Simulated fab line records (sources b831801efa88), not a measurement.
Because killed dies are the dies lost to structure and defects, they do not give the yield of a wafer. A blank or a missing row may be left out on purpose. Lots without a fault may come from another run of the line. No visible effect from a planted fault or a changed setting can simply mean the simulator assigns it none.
Which tool was responsible? + flow sky130 + Sampling: 24 lots, 72 wafers, 5 of 708 route steps

== WHAT THE GAUGES READ, wafer by wafer ==
SKY_CONTACT_RS_MEAS_25: uses a four-point probe to measure. Usual: CONTACT_W_RS gives 0.338 ohm/sq (standard deviation 0.0041).
| lot  | measured     | on           | CONTACT_W_RS (ohm/sq) | flag |
|------|--------------|--------------|-----------------------|------|
| L074 | day 31 16:34 | filmMetro-01 | 0.338 0.335 0.343     |      |
| L075 | day 32 04:53 | filmMetro-01 | 0.339 0.325 0.334     |      |
| L076 | day 32 12:19 | filmMetro-01 | 0.336 0.342 0.340     |      |
| L077 | day 32 13:32 | filmMetro-02 | 0.336 0.336 0.340     |      |
| L078 | day 32 23:17 | filmMetro-01 | 0.340 0.341 0.342     |      |
| L079 | day 33 09:08 | filmMetro-01 | 0.332 0.330 0.330     |      |
| L080 | day 33 19:22 | filmMetro-04 | 0.337 0.334 0.333     |      |
| L081 | day 34 00:24 | filmMetro-01 | 0.340 0.337 0.340     |      |
| L082 | day 34 15:08 | filmMetro-04 | 0.341 0.339 0.344     |      |
| L083 | day 34 23:51 | filmMetro-02 | 0.336 0.333 0.336     |      |
| L084 | day 35 10:24 | filmMetro-02 | 0.336 0.339 0.340     |      |
| L085 | day 35 20:50 | filmMetro-04 | 0.343 0.339 0.340     |      |
| L086 | day 36 00:20 | filmMetro-01 | 0.341 0.341 0.340     |      |
| L087 | day 36 04:04 | filmMetro-04 | 0.342 0.341 0.341     |      |
| L088 | day 36 05:36 | filmMetro-04 | 0.334 0.331 0.326     |      |
| L089 | day 36 16:55 | filmMetro-02 | 0.343 0.338 0.339     |      |
| L090 | day 37 01:42 | filmMetro-01 | 0.334 0.335 0.338     |      |
| L091 | day 37 14:01 | filmMetro-04 | 0.344 0.343 0.348     |      |
| L092 | day 37 15:45 | filmMetro-04 | 0.336 0.343 0.343     |      |
| L093 | day 37 20:38 | filmMetro-04 | 0.338 0.344 0.337     |      |
| L094 | day 37 22:09 | filmMetro-04 | 0.338 0.339 0.339     |      |
| L095 | day 38 09:22 | filmMetro-04 | 0.335 0.339 0.332     |      |
| L096 | day 38 12:39 | filmMetro-02 | 0.339 0.343 0.337     |      |
| L097 | day 39 03:53 | filmMetro-01 | 0.346 0.342 0.339     |      |

SKY_METAL2_THK_MEAS_06: measures by xrf. Usual: METAL2_ALCU_THK gives 250 nm (standard deviation 3.1).
| lot  | measured     | on           | METAL2_ALCU_THK (nm) | flag |
|------|--------------|--------------|----------------------|------|
| L074 | day 34 03:10 | filmMetro-01 | 252 250 252          |      |
| L075 | day 34 13:22 | filmMetro-03 | 252 246 249          |      |
| L076 | day 34 20:37 | filmMetro-03 | 246 249 246          |      |
| L077 | day 34 22:22 | filmMetro-03 | 246 247 245          |      |
| L078 | day 35 08:25 | filmMetro-01 | 252 247 250          |      |
| L079 | day 35 18:09 | filmMetro-04 | 247 251 251          |      |
| L080 | day 36 04:19 | filmMetro-01 | 253 254 251          |      |
| L081 | day 36 08:10 | filmMetro-01 | 254 255 250          |      |
| L082 | day 36 23:31 | filmMetro-01 | 251 251 249          |      |
| L083 | day 37 07:46 | filmMetro-04 | 254 251 253          |      |
| L084 | day 37 16:47 | filmMetro-01 | 244 249 243          |      |
| L085 | day 38 04:25 | filmMetro-04 | 253 255 255          |      |
| L086 | day 38 08:35 | filmMetro-04 | 251 252 253          |      |
| L087 | day 38 10:35 | filmMetro-03 | 249 244 251          |      |
| L088 | day 38 12:34 | filmMetro-01 | 250 248 246          |      |
| L089 | day 38 23:22 | filmMetro-01 | 248 252 251          |      |
| L090 | day 39 08:04 | filmMetro-01 | 253 251 254          |      |
| L091 | day 39 20:59 | filmMetro-04 | 253 252 252          |      |
| L092 | day 39 22:07 | filmMetro-03 | 248 248 248          |      |
| L093 | day 40 01:59 | filmMetro-01 | 250 252 247          |      |
| L094 | day 40 04:19 | filmMetro-04 | 249 248 251          |      |
| L095 | day 40 15:20 | filmMetro-03 | 249 250 248          |      |
| L096 | day 40 18:41 | filmMetro-01 | 242 249 242          |      |
| L097 | day 41 09:37 | filmMetro-01 | 252 252 249          |      |

SKY_CAPM_RS_MEAS_03: uses a four-point probe to measure. Usual: CAPM_TIN_RS gives 6.94 ohm/sq (standard deviation 0.077).
| lot  | measured     | on           | CAPM_TIN_RS (ohm/sq) | flag |
|------|--------------|--------------|----------------------|------|
| L074 | day 36 10:01 | filmMetro-03 | 6.89 6.91 6.89       |      |
| L075 | day 36 21:21 | filmMetro-04 | 7.17 7.15 7.15       |      |
| L076 | day 37 04:00 | filmMetro-03 | 6.96 6.91 6.86       |      |
| L077 | day 37 06:37 | filmMetro-03 | 6.84 6.88 6.85       |      |
| L078 | day 37 16:14 | filmMetro-02 | 6.92 6.86 6.92       |      |
| L079 | day 38 00:34 | filmMetro-02 | 6.95 7.02 7.02       |      |
| L080 | day 38 10:15 | filmMetro-02 | 6.83 6.94 6.95       |      |
| L081 | day 38 14:43 | filmMetro-03 | 7.00 7.01 6.96       |      |
| L082 | day 39 05:43 | filmMetro-02 | 7.01 6.88 6.98       |      |
| L083 | day 39 14:19 | filmMetro-04 | 6.87 6.89 6.98       |      |
| L084 | day 39 22:28 | filmMetro-04 | 6.82 6.87 6.93       |      |
| L085 | day 40 10:34 | filmMetro-04 | 6.92 6.90 6.93       |      |
| L086 | day 40 15:43 | filmMetro-03 | 7.08 7.01 7.00       |      |
| L087 | day 40 17:14 | filmMetro-04 | 7.02 7.17 7.08       |      |
| L088 | day 40 18:28 | filmMetro-02 | 6.98 6.94 6.89       |      |
| L089 | day 41 02:30 | filmMetro-03 | 6.95 6.88 6.91       |      |
| L090 | day 41 11:44 | filmMetro-02 | 6.87 6.91 6.87       |      |
| L091 | day 42 02:05 | filmMetro-03 | 6.93 6.94 6.94       |      |
| L092 | day 42 03:02 | filmMetro-02 | 6.86 6.85 6.90       |      |
| L093 | day 42 04:56 | filmMetro-04 | 6.86 6.84 6.89       |      |
| L094 | day 42 06:22 | filmMetro-03 | 7.02 6.99 6.98       |      |
| L095 | day 42 19:26 | filmMetro-03 | 6.92 6.95 6.92       |      |
| L096 | day 42 22:02 | filmMetro-04 | 6.91 6.89 6.95       |      |
| L097 | day 43 12:22 | filmMetro-04 | 6.91 6.90 6.88       |      |

== TOOL THAT RAN EACH LOT (tool first, then ch and the chambers of the sampled wafers, then the start) ==
| lot  | SKY_METAL2_STRIP_20                 | SKY_CAPM_SPUTTER_02         |
|------|-------------------------------------|-----------------------------|
| L074 | plasmaAsher-01 ch 1, day 35 05:52   | pvdSputter-04, day 36 09:53 |
| L075 | plasmaAsher-03 ch 0,1, day 35 16:01 | pvdSputter-02, day 36 21:14 |
| L076 | plasmaAsher-01 ch 0,1, day 35 23:17 | pvdSputter-01, day 37 03:53 |
| L077 | plasmaAsher-03 ch 0,1, day 36 01:17 | pvdSputter-04, day 37 06:30 |
| L078 | plasmaAsher-04 ch 0,1, day 36 11:13 | pvdSputter-04, day 37 16:07 |
| L079 | plasmaAsher-01 ch 0,1, day 36 19:55 | pvdSputter-04, day 38 00:27 |
| L080 | plasmaAsher-01 ch 0,1, day 37 06:02 | pvdSputter-01, day 38 10:08 |
| L081 | plasmaAsher-03 ch 0,1, day 37 10:46 | pvdSputter-04, day 38 14:36 |
| L082 | plasmaAsher-04 ch 1, day 38 01:20   | pvdSputter-01, day 39 05:36 |
| L083 | plasmaAsher-01 ch 0,1, day 38 09:17 | pvdSputter-01, day 39 14:12 |
| L084 | plasmaAsher-03 ch 0,1, day 38 18:20 | pvdSputter-01, day 39 22:20 |
| L085 | plasmaAsher-04 ch 0,1, day 39 06:43 | pvdSputter-04, day 40 10:27 |
| L086 | plasmaAsher-01 ch 0,1, day 39 10:22 | pvdSputter-01, day 40 15:36 |
| L087 | plasmaAsher-01 ch 0,1, day 39 12:26 | pvdSputter-01, day 40 17:06 |
| L088 | plasmaAsher-04 ch 0,1, day 39 14:13 | pvdSputter-04, day 40 18:22 |
| L089 | plasmaAsher-04 ch 0,1, day 39 23:34 | pvdSputter-04, day 41 02:23 |
| L090 | plasmaAsher-01 ch 0,1, day 40 08:41 | pvdSputter-04, day 41 11:36 |
| L091 | plasmaAsher-04 ch 0, day 40 21:40   | pvdSputter-04, day 42 01:57 |
| L092 | plasmaAsher-03 ch 0,1, day 40 23:46 | pvdSputter-04, day 42 02:56 |
| L093 | plasmaAsher-04 ch 0,1, day 41 01:37 | pvdSputter-01, day 42 04:47 |
| L094 | plasmaAsher-03 ch 0,1, day 41 04:02 | pvdSputter-02, day 42 06:16 |
| L095 | plasmaAsher-03 ch 0,1, day 41 16:01 | pvdSputter-01, day 42 19:18 |
| L096 | plasmaAsher-04 ch 0,1, day 41 19:07 | pvdSputter-04, day 42 21:54 |
| L097 | plasmaAsher-04 ch 0,1, day 42 10:20 | pvdSputter-01, day 43 12:15 |
- SKY_METAL2_STRIP_20: strips in O2/N2.
- SKY_CAPM_SPUTTER_02: material TiN, target thk 200 nm, time 166.7 s.

== AS READ BY THE TOOLS THEMSELVES (means over the sampled wafers that have a number; for cases with no such wafer, the mark the record gives instead) ==
SKY_METAL2_STRIP_20. Usual: drypumpMotorCurrentA 5.4 A, standard deviation 0.37; oesProductAu 0.343 a.u., standard deviation 0.0053; stripTimeToEndpointS 2.70 s, standard deviation 0.053.
| lot  | tool           | drypumpMotorCurrentA (A) | oesProductAu (a.u.) | stripTimeToEndpointS (s) | flag |
|------|----------------|--------------------------|---------------------|--------------------------|------|
| L074 | plasmaAsher-01 | 5.6                      | 0.337               | 2.64                     |      |
| L075 | plasmaAsher-03 | 5.5                      | 0.345               | 2.67                     |      |
| L076 | plasmaAsher-01 | 5.8                      | 0.347               | 2.69                     |      |
| L077 | plasmaAsher-03 | 5.5                      | 0.344               | 2.72                     |      |
| L078 | plasmaAsher-04 | 5.2                      | 0.342               | 2.72                     |      |
| L079 | plasmaAsher-01 | 5.8                      | 0.341               | 2.68                     |      |
| L080 | plasmaAsher-01 | 5.7                      | 0.346               | 2.71                     |      |
| L081 | plasmaAsher-03 | 5.6                      | 0.343               | 2.70                     |      |
| L082 | plasmaAsher-04 | 5.4                      | 0.344               | 2.75                     |      |
| L083 | plasmaAsher-01 | 5.7                      | 0.341               | 2.66                     |      |
| L084 | plasmaAsher-03 | 5.5                      | 0.336               | 2.62                     |      |
| L085 | plasmaAsher-04 | 5.2                      | 0.342               | 2.71                     |      |
| L086 | plasmaAsher-01 | 5.7                      | 0.342               | 2.72                     |      |
| L087 | plasmaAsher-01 | 5.8                      | 0.344               | 2.66                     |      |
| L088 | plasmaAsher-04 | 5.2                      | 0.342               | 2.65                     |      |
| L089 | plasmaAsher-04 | 4.9                      | 0.344               | 2.75                     |      |
| L090 | plasmaAsher-01 | 5.8                      | 0.344               | 2.72                     |      |
| L091 | plasmaAsher-04 | 4.8                      | 0.340               | 2.68                     |      |
| L092 | plasmaAsher-03 | 5.6                      | 0.349               | 2.80                     |      |
| L093 | plasmaAsher-04 | 4.9                      | 0.345               | 2.66                     |      |
| L094 | plasmaAsher-03 | 5.5                      | 0.343               | 2.72                     |      |
| L095 | plasmaAsher-03 | 5.5                      | 0.343               | 2.70                     |      |
| L096 | plasmaAsher-04 | 5.0                      | 0.342               | 2.73                     |      |
| L097 | plasmaAsher-04 | 5.1                      | 0.343               | 2.67                     |      |

SKY_CAPM_SPUTTER_02. Usual: throttleValvePct reads 29.8 % (standard deviation 0.98).
| lot  | tool          | throttleValvePct (%) | flag |
|------|---------------|----------------------|------|
| L074 | pvdSputter-04 | 29.7                 |      |
| L075 | pvdSputter-02 | 30.1                 |      |
| L076 | pvdSputter-01 | 29.1                 |      |
| L077 | pvdSputter-04 | 30.4                 |      |
| L078 | pvdSputter-04 | 30.9                 |      |
| L079 | pvdSputter-04 | 30.8                 |      |
| L080 | pvdSputter-01 | 29.5                 |      |
| L081 | pvdSputter-04 | 29.5                 |      |
| L082 | pvdSputter-01 | 29.4                 |      |
| L083 | pvdSputter-01 | 28.8                 |      |
| L084 | pvdSputter-01 | 29.3                 |      |
| L085 | pvdSputter-04 | 30.1                 |      |
| L086 | pvdSputter-01 | 29.5                 |      |
| L087 | pvdSputter-01 | 29.1                 |      |
| L088 | pvdSputter-04 | 30.0                 |      |
| L089 | pvdSputter-04 | 30.0                 |      |
| L090 | pvdSputter-04 | 30.5                 |      |
| L091 | pvdSputter-04 | 29.7                 |      |
| L092 | pvdSputter-04 | 30.2                 |      |
| L093 | pvdSputter-01 | 29.4                 |      |
| L094 | pvdSputter-02 | 30.1                 |      |
| L095 | pvdSputter-01 | 29.6                 |      |
| L096 | pvdSputter-04 | 29.8                 |      |
| L097 | pvdSputter-01 | 29.5                 |      |

== THE ANSWER, worked out from the rows above alone ==
Rule: lot off if the mean of its wafers having a number is beyond 3 standard deviations from the usual mean. Also off: a lot with no number at a reading for which 4 or more lots have one. All remaining lots with rows at the step are treated as sound. After the gauges, taken in route order, come the tools' own readings; for these a lot's mean is taken, as printed above. The first step at which some lot is off is used, and at that step the reading that is off furthest; a lot without a number counts as furthest.
None of the lots is off at any reading shown; this tells nothing.

== WHAT WAS PUT IN BY THE SIMULATOR ==
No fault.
